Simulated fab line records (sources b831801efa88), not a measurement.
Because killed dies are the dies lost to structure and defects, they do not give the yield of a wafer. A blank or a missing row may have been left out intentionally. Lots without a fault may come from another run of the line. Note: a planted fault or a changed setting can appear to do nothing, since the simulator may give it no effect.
What tool caused it? / flow sfqLine / 21 wafers from 7 lots sampled at 4 of the route's 325 steps

## WHAT THE GAUGES SHOWED, per wafer
SFQ_M8_OVL_MEAS_948.
lot=L275; measured=day 80 11:08; on=overlay-02; M8_OVL (nm)=1 -3 4
lot=L279; measured=day 81 22:47; on=overlay-02; M8_OVL (nm)=-3 -8 -7
lot=L281; measured=day 82 06:00; on=overlay-02; M8_OVL (nm)=0 -2 6
lot=L286; measured=day 86 14:16; on=overlay-01; M8_OVL (nm)=- - -
lot=L289; measured=day 86 19:04; on=overlay-01; M8_OVL (nm)=5 -1 4
lot=L292; measured=day 88 12:23; on=overlay-01; M8_OVL (nm)=4 -11 -6
lot=L294; measured=day 92 03:58; on=overlay-01; M8_OVL (nm)=-2 -7 -4

## WHAT TOOL EACH LOT RAN ON (gives the tool, then ch and the chambers of the sampled wafers, and finally the start)
lot=L275; SFQ_TRILAYER_M6_DEP_SPUTTER_157=pvdSputter-06, day 71 00:06; SFQ_TRILAYER_I6_VIA_STRIP_STRIP_173=rieMetal-04 ch 0,1, day 75 21:46; SFQ_TRILAYER_M8_LITHO_EXPOSE_194=krfScanner-02 ch 0, day 80 09:50
lot=L279; SFQ_TRILAYER_M6_DEP_SPUTTER_157=pvdSputter-06, day 71 14:14; SFQ_TRILAYER_I6_VIA_STRIP_STRIP_173=rieMetal-03 ch 0,1, day 76 16:13; SFQ_TRILAYER_M8_LITHO_EXPOSE_194=krfScanner-02 ch 0, day 81 21:53
lot=L281; SFQ_TRILAYER_M6_DEP_SPUTTER_157=pvdSputter-06, day 71 19:02; SFQ_TRILAYER_I6_VIA_STRIP_STRIP_173=rieMetal-04 ch 0,1, day 76 19:37; SFQ_TRILAYER_M8_LITHO_EXPOSE_194=krfScanner-02 ch 0, day 82 04:42
lot=L286; SFQ_TRILAYER_M6_DEP_SPUTTER_157=pvdSputter-03, day 72 05:58; SFQ_TRILAYER_I6_VIA_STRIP_STRIP_173=rieMetal-04 ch 0,1, day 81 07:41; SFQ_TRILAYER_M8_LITHO_EXPOSE_194=krfScanner-01, day 86 12:46
lot=L289; SFQ_TRILAYER_M6_DEP_SPUTTER_157=pvdSputter-06, day 72 14:22; SFQ_TRILAYER_I6_VIA_STRIP_STRIP_173=rieMetal-02 ch 0,1, day 82 03:01; SFQ_TRILAYER_M8_LITHO_EXPOSE_194=krfScanner-01 ch 0, day 86 17:34
lot=L292; SFQ_TRILAYER_M6_DEP_SPUTTER_157=pvdSputter-04, day 75 06:57; SFQ_TRILAYER_I6_VIA_STRIP_STRIP_173=rieMetal-04 ch 0,1, day 84 00:44; SFQ_TRILAYER_M8_LITHO_EXPOSE_194=krfScanner-01 ch 0, day 88 10:54
lot=L294; SFQ_TRILAYER_M6_DEP_SPUTTER_157=pvdSputter-03, day 77 04:43; SFQ_TRILAYER_I6_VIA_STRIP_STRIP_173=rieMetal-04 ch 0,1, day 85 07:25; SFQ_TRILAYER_M8_LITHO_EXPOSE_194=krfScanner-02 ch 0, day 92 02:28
- SFQ_TRILAYER_M6_DEP_SPUTTER_157: material Nb, target thk 200 nm, time 133.3 s.
- SFQ_TRILAYER_I6_VIA_STRIP_STRIP_173: strips in O2.
- SFQ_TRILAYER_M8_LITHO_EXPOSE_194: exposes mask M8, target cd 2000 nm.

## THE ANSWER, worked out from the rows above alone
Rule: the lots themselves supply what counts as usual. The widest of any qualifying gaps counts: lots, ordered by their means at a reading, are off when they make up no more than a third of the lots, leave a main group of 4 or more, and stand apart from it by 3 or more times the standard deviation of that group's means. The tables above print the reading to a certain number of digits; a main group whose means all agree to those digits is not used. Also off: a lot with no number at a reading for which 4 or more lots have one. The other lots that the step has rows for count as sound.
Off: L286, at SFQ_M8_OVL_MEAS_948 (M8_OVL). Without a number there: L286. For the main group the mean is -2 nm and the standard deviation 3.3.
If a tool, at a process step before that reading, ran all the lots that are off and no sound lot after the first of them, it fits. Those tools and the gauges at SFQ_M8_OVL_MEAS_948 are tried in the same way. None of those tried fits.

## WHAT THE SIMULATOR PUT IN
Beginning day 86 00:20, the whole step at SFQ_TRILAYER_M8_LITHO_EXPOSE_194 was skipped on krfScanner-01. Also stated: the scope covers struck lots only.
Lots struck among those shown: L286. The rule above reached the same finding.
